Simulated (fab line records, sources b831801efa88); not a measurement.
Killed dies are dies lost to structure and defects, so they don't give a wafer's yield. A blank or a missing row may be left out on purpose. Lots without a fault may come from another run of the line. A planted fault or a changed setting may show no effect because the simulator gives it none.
fab line records | flow gf180mcu
record lots=24 wafers=72 last_day=34
route steps=602 shown M1@332 M3@409 V3@454 MIM@511 TOP_METAL@582 PASSIVATION@589
lots that met no fault: from a run of the same line without faults
start_h: hours from the record's first day to the start of the lot's first wafer shown | wait_h: hours since the lot's step before | " the same as in the row above | L1.1+2: a row that stands for several wafers | - no value, or no start given | * or withheld: withheld | < > ~ a bound
route shown NAME@n: a module of which the file shows steps, and the number in the route of the first | usual: mean/standard deviation of fault-free wafers | same: alike in all rows | chamber/n: place in a boat | sites: the reading at each site | _std_site: their standard deviation | _edge_site: outer sites' mean less inner sites' | radius_mm: how far each site lies from the wafer's centre | mask NAME#n: copy n | behind: the tool/chamber that last shaped the wafer | hold: why the lot was held/for how many hours/how that ended | device: the transistor (n, p or np) that didn't switch | end of line: the same wafers' tests at the end of the route | a step without rows: its recipe alone | killed: dies lost to structure and defects at the first sort, not the wafer's yield | map: a wafer's dies, x killed, . not, _ none there
set.NAME: the setting as run; set.NAME@STEP: as run at that earlier step | model.NAME: the simulator's own value behind a step, which no gauge read
steps of the route over a sample of lots; a table a step, a row a wafer
services: from which hour (start_h, from the record's first day; less than 0 if before it) a tool's chamber was out of use, for how many hours, and why
## steps
# step GF_M1_STRIP_17
# recipe chemistry=O2/N2 power_w=1400 pressure_mtorr=1500 platen_temp_c=250 o2_flow_sccm=3000 n2_flow_sccm=300 overash_fraction=0.5
# usual drypump_motor_current_A=5.9/0.35 heater_power_w=346/32 oes_product_au=0.531/0.0047 strip_time_to_endpoint_s=7.23/0.054
# columns lot.wafer tool chamber start_h wait_h drypump_motor_current_A heater_power_w oes_product_au rf_hours_counter_h strip_time_to_endpoint_s
L074.2 plasma_asher-02 1 378.28 0.1 6.1 315 0.527 27 7.20
L074.4 " 0 " " 5.9 308 0.534 - 7.22
L074.6 " 0 " " 5.9 310 0.541 - 7.25
L075.2 plasma_asher-04 1 391.68 0.1 6.1 327 0.528 75 7.21
L075.3 " 1 " " 6.1 318 0.533 - 7.21
L075.6 " 0 " " 6.2 406 0.529 - 7.14
L076.1 plasma_asher-03 0 394.83 0.1 5.4 363 0.530 59 7.33
L076.2 " 1 " " 6.1 334 0.534 59 7.26
L076.5 " 0 " " 5.3 370 0.529 - 7.29
L077.1 plasma_asher-03 1 404.78 0.1 6.1 329 0.531 59 7.28
L077.4 " 1 " " 6.1 330 0.531 - 7.28
L077.6 " 1 " " 6.1 335 0.537 - 7.28
L078.3 plasma_asher-03 0 417.06 0.1 5.3 365 0.541 - 7.26
L078.4 " 1 " " 6.1 325 0.527 - 7.20
L078.6 " 0 " " 5.3 367 0.535 - 7.23
L079.3 plasma_asher-04 0 428.03 0.1 6.2 407 0.535 - 7.28
L079.5 " 0 " " 6.3 419 0.529 - 7.18
L079.6 " 1 " " 6.1 318 0.531 - 7.27
L080.3 plasma_asher-04 1 433.71 0.1 6.1 319 0.537 - 7.25
L080.4 " 0 " " 6.2 399 0.539 - 7.28
L080.6 " 0 " " 6.2 407 0.530 - 7.20
L081.2 plasma_asher-03 0 451.98 0.1 5.3 362 0.538 64 7.37
L081.5 " 1 " " 6.0 333 0.541 - 7.34
L081.6 " 0 " " 5.3 369 0.533 - 7.32
L082.1 plasma_asher-02 1 452.73 0.1 6.1 318 0.533 35 7.16
L082.2 " 0 " " 5.9 311 0.540 35 7.28
L082.5 " 1 " " 6.1 314 0.527 - 7.17
L083.2 plasma_asher-02 0 467.53 0.1 5.9 310 0.535 37 7.32
L083.3 " 0 " " 5.9 312 0.526 - 7.20
L083.4 " 1 " " 6.1 311 0.537 - 7.28
L084.1 plasma_asher-03 0 473.33 0.1 5.3 364 0.534 66 7.32
L084.3 " 0 " " 5.3 378 0.537 - 7.27
L084.5 " 0 " " 5.3 353 0.534 - 7.30
L085.1 plasma_asher-03 0 489.50 0.1 5.3 359 0.532 68 7.25
L085.2 " 1 " " 6.1 336 0.526 68 7.16
L085.5 " 0 " " 5.3 363 0.521 - 7.20
L086.3 plasma_asher-02 0 491.28 0.1 5.9 317 0.529 - 7.21
L086.4 " 1 " " 6.1 308 0.526 - 7.29
L086.5 " 1 " " 6.1 309 0.533 - 7.23
L087.1 plasma_asher-03 0 505.98 0.1 5.3 359 0.519 70 7.09
L087.3 " 1 " " 6.1 338 0.532 - 7.16
L087.5 " 0 " " 5.3 354 0.529 - 7.09
L088.1 plasma_asher-04 1 515.63 0.1 6.0 332 0.527 88 7.17
L088.4 " 1 " " 6.0 323 0.530 - 7.24
L088.6 " 1 " " 6.1 330 0.530 - 7.16
L089.1 plasma_asher-03 0 526.03 0.1 5.3 347 0.519 72 7.17
L089.5 " 1 " " 6.1 335 0.535 - 7.28
L089.6 " 0 " " 5.3 353 0.523 - 7.19
L090.2 plasma_asher-04 1 540.63 0.2 6.1 325 0.536 91 7.20
L090.3 " 0 " " 6.2 418 0.525 - 7.22
L090.5 " 1 " " 6.0 318 0.528 - 7.19
L091.2 plasma_asher-03 0 552.88 0.1 5.3 365 0.520 75 7.18
L091.4 " 0 " " 5.3 363 0.529 - 7.20
L091.6 " 1 " " 6.1 330 0.537 - 7.15
L092.2 plasma_asher-04 0 557.58 0.1 6.3 398 0.530 92 7.26
L092.4 " 0 " " 6.3 410 0.529 - 7.21
L092.6 " 0 " " 6.2 425 0.525 - 7.24
L093.3 plasma_asher-04 1 561.13 0.1 6.1 326 0.528 - 7.26
L093.4 " 0 " " 6.2 411 0.529 - 7.28
L093.6 " 0 " " 6.2 414 0.539 - 7.26
L094.2 plasma_asher-03 1 565.03 0.1 6.1 337 0.529 76 7.24
L094.4 " 0 " " 5.3 361 0.528 - 7.21
L094.5 " 0 " " 5.3 356 0.534 - 7.16
L095.1 plasma_asher-02 0 569.43 0.1 5.9 317 0.526 48 7.16
L095.2 " 1 " " 6.1 312 0.530 48 7.20
L095.3 " 0 " " 5.9 312 0.531 - 7.16
L096.4 plasma_asher-03 1 576.01 0.1 6.1 342 0.529 - 7.30
L096.5 " 1 " " 6.1 330 0.529 - 7.27
L096.6 " 0 " " 5.3 357 0.527 - 7.25
L097.1 plasma_asher-03 1 586.38 0.1 6.1 325 0.532 79 7.25
L097.3 " 1 " " 6.0 343 0.526 - 7.26
L097.5 " 0 " " 5.3 362 0.532 - 7.27
# step GF_M3_SPUTTER_00
# recipe material=Ti target_thk_nm=37.5 arriving_ion_energy_ev=80 substrate_temp_c=200 chamber_pressure_pa=2 power_w=4000 time_s=150
# usual throttle_valve_pct=29.3/1.1
# same time_s=150
# columns lot.wafer tool chamber start_h wait_h throttle_valve_pct
L074.2 pvd_sputter-04 - 454.31 0.1 28.6
L074.4 " - " " 28.0
L074.6 " - " " 28.0
L075.2 pvd_sputter-04 - 469.59 0.1 28.2
L075.3 " - " " 28.0
L075.6 " - " " 28.1
L076.1 pvd_sputter-04 - 472.83 0.1 28.7
L076.2 " - " " 31.0
L076.5 " - " " 28.2
L077.1 pvd_sputter-01 - 483.74 0.2 29.1
L077.4 " - " " 28.5
L077.6 " - " " 30.7
L078.3 pvd_sputter-02 - 496.29 0.2 28.0
L078.4 " - " " 29.9
L078.6 " - " " 27.9
L079.3 pvd_sputter-02 - 506.66 0.1 29.4
L079.5 " - " " 27.8
L079.6 " - " " 29.4
L080.3 pvd_sputter-04 - 511.93 0.1 28.5
L080.4 " - " " 28.0
L080.6 " - " " 28.5
L081.2 pvd_sputter-02 - 528.67 0.2 29.5
L081.5 " - " " 27.7
L081.6 " - " " 29.6
L082.1 pvd_sputter-02 - 530.14 0.1 29.1
L082.2 " - " " 29.7
L082.5 " - " " 29.1
L083.2 pvd_sputter-01 - 542.71 0.2 28.5
L083.3 " - " " 30.8
L083.4 " - " " 29.0
L084.1 pvd_sputter-02 - 549.58 0.1 27.9
L084.3 " - " " 28.9
L084.5 " - " " 29.0
L085.1 pvd_sputter-02 - 563.95 0.1 30.1
L085.2 " - " " 28.0
L085.5 " - " " 28.0
L086.3 pvd_sputter-02 - 564.97 0.2 29.5
L086.4 " - " " 28.0
L086.5 " - " " 28.7
L087.1 pvd_sputter-01 - 579.31 0.1 28.9
L087.3 " - " " 28.4
L087.5 " - " " 30.9
L088.1 pvd_sputter-01 - 586.68 0.1 29.0
L088.4 " - " " 31.2
L088.6 " - " " 29.0
L089.1 pvd_sputter-01 - 597.12 0.2 31.0
L089.5 " - " " 30.5
L089.6 " - " " 30.9
L090.2 pvd_sputter-04 - 611.18 0.1 27.7
L090.3 " - " " 30.8
L090.5 " - " " 28.4
L091.2 pvd_sputter-04 - 622.10 0.2 28.7
L091.4 " - " " 31.1
L091.6 " - " " 31.0
L092.2 pvd_sputter-02 - 627.06 0.1 30.1
L092.4 " - " " 29.5
L092.6 " - " " 29.0
L093.3 pvd_sputter-04 - 630.00 0.1 28.6
L093.4 " - " " 27.9
L093.6 " - " " 27.8
L094.2 pvd_sputter-01 - 633.87 0.1 28.6
L094.4 " - " " 31.3
L094.5 " - " " 28.6
L095.1 pvd_sputter-04 - 637.08 0.1 28.6
L095.2 " - " " 27.8
L095.3 " - " " 28.7
L096.4 pvd_sputter-02 - 644.67 0.2 27.8
L096.5 " - " " 27.8
L096.6 " - " " 29.2
L097.1 pvd_sputter-04 - 653.05 0.1 31.0
L097.3 " - " " 28.2
L097.5 " - " " 31.0
# step GF_V3_THK_MEAS_25
# recipe thk_meas_gauge=xrf reads=W_of_V3_CVD_23
# usual V3_W_THK=355/6.8
# columns lot.wafer tool chamber start_h wait_h V3_W_THK[nm]
L074.2 film_metro-02 - 505.05 0.1 361
L074.4 " - " " 359
L074.6 " - " " 360
L075.2 film_metro-02 - 520.51 0.1 353
L075.3 " - " " 356
L075.6 " - " " 352
L076.1 film_metro-02 - 522.55 0.1 349
L076.2 " - " " 355
L076.5 " - " " 349
L077.1 film_metro-03 - 533.84 0.1 355
L077.4 " - " " 355
L077.6 " - " " 353
L078.3 film_metro-02 - 545.32 0.1 351
L078.4 " - " " 355
L078.6 " - " " 353
L079.3 film_metro-03 - 554.48 0.1 366
L079.5 " - " " 366
L079.6 " - " " 370
L080.3 film_metro-04 - 559.36 0.1 350
L080.4 " - " " 350
L080.6 " - " " 347
L081.2 film_metro-02 - 575.16 0.1 343
L081.5 " - " " 339
L081.6 " - " " 343
L082.1 film_metro-03 - 575.33 0.1 369
L082.2 " - " " 360
L082.5 " - " " 358
L083.2 film_metro-02 - 589.25 0.1 344
L083.3 " - " " 344
L083.4 " - " " 350
L084.1 film_metro-03 - 596.04 0.1 356
L084.3 " - " " 367
L084.5 " - " " 360
L085.1 film_metro-04 - 609.39 0.1 348
L085.2 " - " " 349
L085.5 " - " " 347
L086.3 film_metro-02 - 610.48 0.1 347
L086.4 " - " " 355
L086.5 " - " " 346
L087.1 film_metro-03 - 623.65 0.1 368
L087.3 " - " " 357
L087.5 " - " " 357
L088.1 film_metro-02 - 631.09 0.1 359
L088.4 " - " " 362
L088.6 " - " " 365
L089.1 film_metro-02 - 640.77 0.1 368
L089.5 " - " " 367
L089.6 " - " " 358
L090.2 film_metro-02 - 654.61 0.1 354
L090.3 " - " " 363
L090.5 " - " " 351
L091.2 film_metro-04 - 662.95 0.1 367
L091.4 " - " " 359
L091.6 " - " " 363
L092.2 film_metro-02 - 669.58 0.1 357
L092.4 " - " " 356
L092.6 " - " " 360
L093.3 film_metro-03 - 670.90 0.1 350
L093.4 " - " " 351
L093.6 " - " " 352
L094.2 film_metro-03 - 675.19 0.1 359
L094.4 " - " " 361
L094.5 " - " " 362
L095.1 film_metro-02 - 677.95 0.1 360
L095.2 " - " " 357
L095.3 " - " " 360
L096.4 film_metro-02 - 685.18 0.1 347
L096.5 " - " " 348
L096.6 " - " " 346
L097.1 film_metro-02 - 693.49 0.1 354
L097.3 " - " " 356
L097.5 " - " " 360
# step GF_MIM_SPUTTER_08
# recipe material=AlCu target_thk_nm=200 power_w=10600 time_s=10.6 chamber_pressure_pa=0.4
# usual throttle_valve_pct=29.4/1.1
# same time_s=10.6
# columns lot.wafer tool chamber start_h wait_h throttle_valve_pct
L074.2 pvd_sputter-01 - 553.41 0.0 28.5
L074.4 " - " " 30.9
L074.6 " - " " 30.5
L075.2 pvd_sputter-04 - 568.54 0.0 28.3
L075.3 " - " " 31.0
L075.6 " - " " 31.0
L076.1 pvd_sputter-04 - 570.67 0.0 30.7
L076.2 " - " " 28.6
L076.5 " - " " 27.6
L077.1 pvd_sputter-02 - 582.32 0.0 29.1
L077.4 " - " " 27.8
L077.6 " - " " 29.8
L078.3 pvd_sputter-01 - 591.63 0.0 28.8
L078.4 " - " " 30.5
L078.6 " - " " 30.9
L079.3 pvd_sputter-01 - 602.11 0.0 28.9
L079.5 " - " " 28.3
L079.6 " - " " 29.1
L080.3 pvd_sputter-02 - 605.93 0.0 27.8
L080.4 " - " " 29.5
L080.6 " - " " 29.6
L081.2 pvd_sputter-04 - 620.86 0.0 27.6
L081.5 " - " " 28.4
L081.6 " - " " 31.4
L082.1 pvd_sputter-02 - 621.46 0.0 30.0
L082.2 " - " " 29.4
L082.5 " - " " 29.4
L083.2 pvd_sputter-02 - 635.46 0.0 29.1
L083.3 " - " " 30.2
L083.4 " - " " 29.3
L084.1 pvd_sputter-02 - 640.21 0.0 29.6
L084.3 " - " " 30.0
L084.5 " - " " 30.1
L085.1 pvd_sputter-02 - 653.15 0.0 30.0
L085.2 " - " " 29.4
L085.5 " - " " 30.1
L086.3 pvd_sputter-02 - 653.76 0.0 28.7
L086.4 " - " " 29.5
L086.5 " - " " 30.2
L087.1 pvd_sputter-04 - 666.20 0.0 30.8
L087.3 " - " " 28.4
L087.5 " - " " 31.2
L088.1 pvd_sputter-02 - 672.17 0.0 27.7
L088.4 " - " " 29.1
L088.6 " - " " 29.9
L089.1 pvd_sputter-02 - 683.18 0.0 30.2
L089.5 " - " " 30.1
L089.6 " - " " 29.4
L090.2 pvd_sputter-01 - 696.01 0.0 28.7
L090.3 " - " " 30.4
L090.5 " - " " 30.8
L091.2 pvd_sputter-01 - 704.87 0.0 28.8
L091.4 " - " " 28.5
L091.6 " - " " 29.1
L092.2 pvd_sputter-04 - 709.93 0.0 28.3
L092.4 " - " " 27.9
L092.6 " - " " 28.6
L093.3 pvd_sputter-04 - 712.49 0.0 27.9
L093.4 " - " " 28.7
L093.6 " - " " 27.8
L094.2 pvd_sputter-01 - 715.23 0.0 30.6
L094.4 " - " " 29.0
L094.5 " - " " 30.9
L095.1 pvd_sputter-02 - 718.17 0.0 28.0
L095.2 " - " " 29.2
L095.3 " - " " 30.1
L096.4 pvd_sputter-04 - 724.53 0.0 27.6
L096.5 " - " " 28.1
L096.6 " - " " 31.1
L097.1 pvd_sputter-04 - 733.71 0.0 31.1
L097.3 " - " " 28.8
L097.5 " - " " 28.7
# step GF_TOP_METAL_OVL_MEAS_15
# usual TOP_METAL_OVL=-0.1/1.4
# columns lot.wafer tool chamber start_h wait_h TOP_METAL_OVL[nm]
L074.2 overlay-02 - 642.27 0.1 0.2
L074.4 " - " " 0.3
L074.6 " - " " -0.8
L075.2 overlay-01 - 654.19 0.1 -2.0
L075.3 " - " " -2.5
L075.6 " - " " -1.9
L076.1 overlay-02 - 656.66 0.1 0.2
L076.2 " - " " -1.5
L076.5 " - " " -0.3
L077.1 overlay-01 - 666.91 0.1 -0.1
L077.4 " - " " -2.1
L077.6 " - " " -0.6
L078.3 overlay-01 - 675.17 0.1 -0.8
L078.4 " - " " 0.3
L078.6 " - " " 0.6
L079.3 overlay-02 - 684.24 0.1 -0.6
L079.5 " - " " -1.6
L079.6 " - " " -0.7
L080.3 overlay-01 - 688.39 0.1 0.4
L080.4 " - " " -0.1
L080.6 " - " " -0.8
L081.2 overlay-02 - 701.49 0.1 2.7
L081.5 " - " " 1.2
L081.6 " - " " 1.7
L082.1 overlay-02 - 703.08 0.1 -0.1
L082.2 " - " " 0.0
L082.5 " - " " 0.5
L083.2 overlay-01 - 714.26 0.1 0.4
L083.3 " - " " -0.7
L083.4 " - " " 0.1
L084.1 overlay-02 - 717.01 0.1 -1.0
L084.3 " - " " -1.8
L084.5 " - " " -1.1
L085.1 overlay-02 - 730.61 0.1 -2.3
L085.2 " - " " 1.4
L085.5 " - " " -0.2
L086.3 overlay-02 - 730.92 0.1 0.6
L086.4 " - " " 2.0
L086.5 " - " " 0.2
L087.1 overlay-01 - 740.23 0.1 -0.1
L087.3 " - " " -1.1
L087.5 " - " " 0.9
L088.1 overlay-01 - 747.26 0.1 0.5
L088.4 " - " " -0.3
L088.6 " - " " -0.5
L089.1 overlay-01 - 755.88 0.1 0.4
L089.5 " - " " 3.2
L089.6 " - " " 0.1
L090.2 overlay-01 - 768.54 0.1 -0.4
L090.3 " - " " -0.2
L090.5 " - " " -0.7
L091.2 overlay-02 - 775.74 0.1 -2.2
L091.4 " - " " -2.9
L091.6 " - " " -1.7
L092.2 overlay-01 - 779.44 0.1 1.4
L092.4 " - " " 1.8
L092.6 " - " " 2.7
L093.3 overlay-02 - 780.97 0.1 0.3
L093.4 " - " " 0.6
L093.6 " - " " 0.6
L094.2 overlay-01 - 783.49 0.1 -0.3
L094.4 " - " " -0.3
L094.5 " - " " -0.8
L095.1 overlay-01 - 790.66 0.1 -0.4
L095.2 " - " " 1.6
L095.3 " - " " 1.6
L096.4 overlay-01 - 793.78 0.1 -0.7
L096.5 " - " " -1.2
L096.6 " - " " -1.4
L097.1 overlay-01 - 800.66 0.1 1.0
L097.3 " - " " 1.0
L097.5 " - " " 0.6
# step GF_PASSIVATION_CVD_02
# recipe material=Si3N4 target_thk_nm=700 time_s=486.18 temp_c=400 rf_w=450
# usual heater_power_w=690/110
# same time_s=486.18
# columns lot.wafer tool chamber start_h wait_h heater_power_w
L074.2 pecvd-02 0 643.16 0.0 720
L074.4 " 2 " " 644
L074.6 " 1 " " 576
L075.2 pecvd-04 1 655.12 0.0 765
L075.3 " 0 " " 483
L075.6 " 2 " " 707
L076.1 pecvd-04 1 657.60 0.1 796
L076.2 " 2 " " 842
L076.5 " 1 " " 646
L077.1 pecvd-02 0 667.84 0.1 751
L077.4 " 0 " " 774
L077.6 " 1 " " 576
L078.3 pecvd-03 0 676.09 0.0 769
L078.4 " 1 " " 605
L078.6 " 0 " " 815
L079.3 pecvd-04 0 685.28 0.2 535
L079.5 " 1 " " 653
L079.6 " 0 " " 553
L080.3 pecvd-04 1 689.50 0.2 653
L080.4 " 0 " " 502
L080.6 " 0 " " 552
L081.2 pecvd-04 0 702.39 0.0 537
L081.5 " 0 " " 447
L081.6 " 1 " " 785
L082.1 pecvd-04 1 703.98 0.1 662
L082.2 " 0 " " 521
L082.5 " 0 " " 446
L083.2 pecvd-02 1 715.16 0.0 534
L083.3 " 0 " " 734
L083.4 " 2 " " 800
L084.1 pecvd-03 0 717.91 0.1 836
L084.3 " 2 " " 669
L084.5 " 0 " " 868
L085.1 pecvd-04 2 731.51 0.1 793
L085.2 " 0 " " 528
L085.5 " 2 " " 834
L086.3 pecvd-03 1 731.81 0.0 621
L086.4 " 2 " " 733
L086.5 " 1 " " 678
L087.1 pecvd-03 1 741.17 0.1 727
L087.3 " 2 " " 656
L087.5 " 2 " " 696
L088.1 pecvd-04 0 748.16 0.1 530
L088.4 " 0 " " 553
L088.6 " 2 " " 776
L089.1 pecvd-03 2 756.85 0.1 661
L089.5 " 0 " " 843
L089.6 " 1 " " 734
L090.2 pecvd-03 0 769.44 0.0 886
L090.3 " 2 " " 665
L090.5 " 1 " " 685
L091.2 pecvd-03 0 776.64 0.0 773
L091.4 " 0 " " 850
L091.6 " 2 " " 635
L092.2 pecvd-02 2 780.39 0.0 756
L092.4 " 1 " " 582
L092.6 " 0 " " 709
L093.3 pecvd-02 1 781.86 0.0 654
L093.4 " 1 " " 519
L093.6 " 2 " " 743
L094.2 pecvd-02 1 784.38 0.0 564
L094.4 " 1 " " 590
L094.5 " 2 " " 711
L095.1 pecvd-04 2 791.56 0.1 761
L095.2 " 1 " " 697
L095.3 " 0 " " 466
L096.4 pecvd-03 0 794.80 0.2 860
L096.5 " 1 " " 735
L096.6 " 2 " " 700
L097.1 pecvd-02 2 801.75 0.1 783
L097.3 " 0 " " 777
L097.5 " 0 " " 782
## services
# columns tool chamber start_h hours kind
pecvd-04 - 368.88 14.0 pm
pvd_sputter-01 - 399.57 2.4 repair
pvd_sputter-02 - 448.25 4.5 repair
pvd_sputter-02 - 453.21 4.3 repair
pecvd-04 0 463.17 12.0 repair
plasma_asher-03 - 467.62 5.3 repair
pecvd-04 - 486.58 2.8 pm
pvd_sputter-02 - 499.35 1.5 repair
plasma_asher-03 - 514.53 1.3 repair
pvd_sputter-01 - 515.26 2.6 repair
pvd_sputter-04 - 552.83 0.6 repair
pvd_sputter-04 - 579.72 5.8 repair
plasma_asher-03 - 599.94 0.8 repair
plasma_asher-03 - 603.95 2.8 pm
pvd_sputter-01 - 608.71 7.4 repair
pvd_sputter-04 - 618.03 2.0 repair
pvd_sputter-01 - 647.86 1.0 repair
pvd_sputter-02 - 666.11 0.9 repair
pvd_sputter-01 - 666.15 2.7 repair
pvd_sputter-02 - 697.17 0.5 repair
pvd_sputter-02 - 744.08 6.6 repair
plasma_asher-03 - 759.65 3.0 repair
pvd_sputter-04 - 763.91 2.6 repair
pvd_sputter-04 - 783.17 0.6 repair
## key
fault none
